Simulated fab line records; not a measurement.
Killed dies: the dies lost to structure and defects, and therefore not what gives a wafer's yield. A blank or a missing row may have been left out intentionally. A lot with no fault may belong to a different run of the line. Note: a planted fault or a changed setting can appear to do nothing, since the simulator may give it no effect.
Problem report in the 8D (eight disciplines) form, filled by code ; flow gf180mcu ; the parts of the form that need people (team, actions taken, sign-off) are left out

## 1. THE PROBLEM
Wafers free of any fault read 599 nm (standard deviation 5.2) for V4_CVD_00_THK at GF_V4_THK_MEAS_01, against a mean of 716 nm on 6 wafers of 2 lots. Measured from the usual mean, that is +23 standard deviations.
First seen on wafer L510.2, day 28 12:09, on film metro-02. The record holds 36 wafers of 12 lots with a number at this step. Rule for "out", or "out of limits": more than 4 standard deviations from the usual mean. The rest of the wafers with a number are treated as sound.

## 2. WHAT IT IS, AND WHAT IT ISN'T
question;is;is not
which readings at this step;V4_CVD_00_THK;-
which lots;L510, L511;L495, L497, L498, L500, L501, L503, L505, L512, L514, L517
which wafers of those lots;all that have a number;-
read on which gauges;film metro-01, film metro-02;film metro-04
when;from day 28 12:09;"up to then (21 sound wafers); but 9 sound wafers of L512, L514, L517 came after"

## 3. WHAT RULES OUT EACH SUSPECT
Counting: a tool at a process step up to the reading stays a suspect if it ran every lot that is out and no sound lot after the first of them.
- the gauge at GF_V4_THK_MEAS_01 is ruled out. Those wafers that are out were read across 2 gauges (film metro-01, film metro-02).
- hdpcvd-02 at GF_V4_CVD_00 (deposits SiO2, target thk 600 nm, time 100 s): kept. Every lot that is out went through it, starting with L510 (day 28 12:04), and after that it ran no sound lot; the last sound lot it ran before then is L501 (day 25 15:49). Its own sih4 flow sccm readings are out on those wafers.
Left after counting: hdpcvd-02 at GF_V4_CVD_00.

## 4. THE CAUSE (what the simulator had put in)
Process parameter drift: hdpcvd-02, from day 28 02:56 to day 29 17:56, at GF_V4_CVD_00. The setting sih4 flow sccm was moved by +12, starting from 60. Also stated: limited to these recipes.
After counting, this tool was the only one left.

## 5. THE EFFECT CHAIN, in route order
Each row: a reading whose mean over the struck wafers that have a number lies more than 3 standard deviations from the usual. Scope: only readings with a usual standard deviation given in the record; hours: median across lots of the time from each lot's start at the first step in this table that gives one to its start at this step; sigmas: change in usual standard deviations.
hours;step;reading;usual;on struck wafers;change;sigmas
0;GF_V4_CVD_00;sih4 flow sccm;60.01 sccm;71.92;+11.91;+66
0;GF_V4_THK_MEAS_01;V4_CVD_00_THK;599 nm;716;+117;+23
The process steps in it:
- GF_V4_CVD_00: deposits SiO2, target thk 600 nm, time 100 s.
At these later measuring or inspecting steps, every struck wafer for which the step has a row has a number for every such reading, and none has moved that far: GF_V4_OVL_MEAS_15.

## 6. WHAT WOULD HAVE CAUGHT IT SOONER
The first out-of-limits reading at a measuring or inspecting step in this record came at day 28 12:09, 9 hours after the fault's start at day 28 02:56.
Tool's own readings at GF_V4_CVD_00, sih4 flow sccm: out on all struck wafers the step has rows for; an alarm limit on them would have tripped on the first.
Lots out: 2; of these, L511 started GF_V4_CVD_00 on hdpcvd-02 after day 28 12:09. A tool hold placed at that time would have kept it from harm.
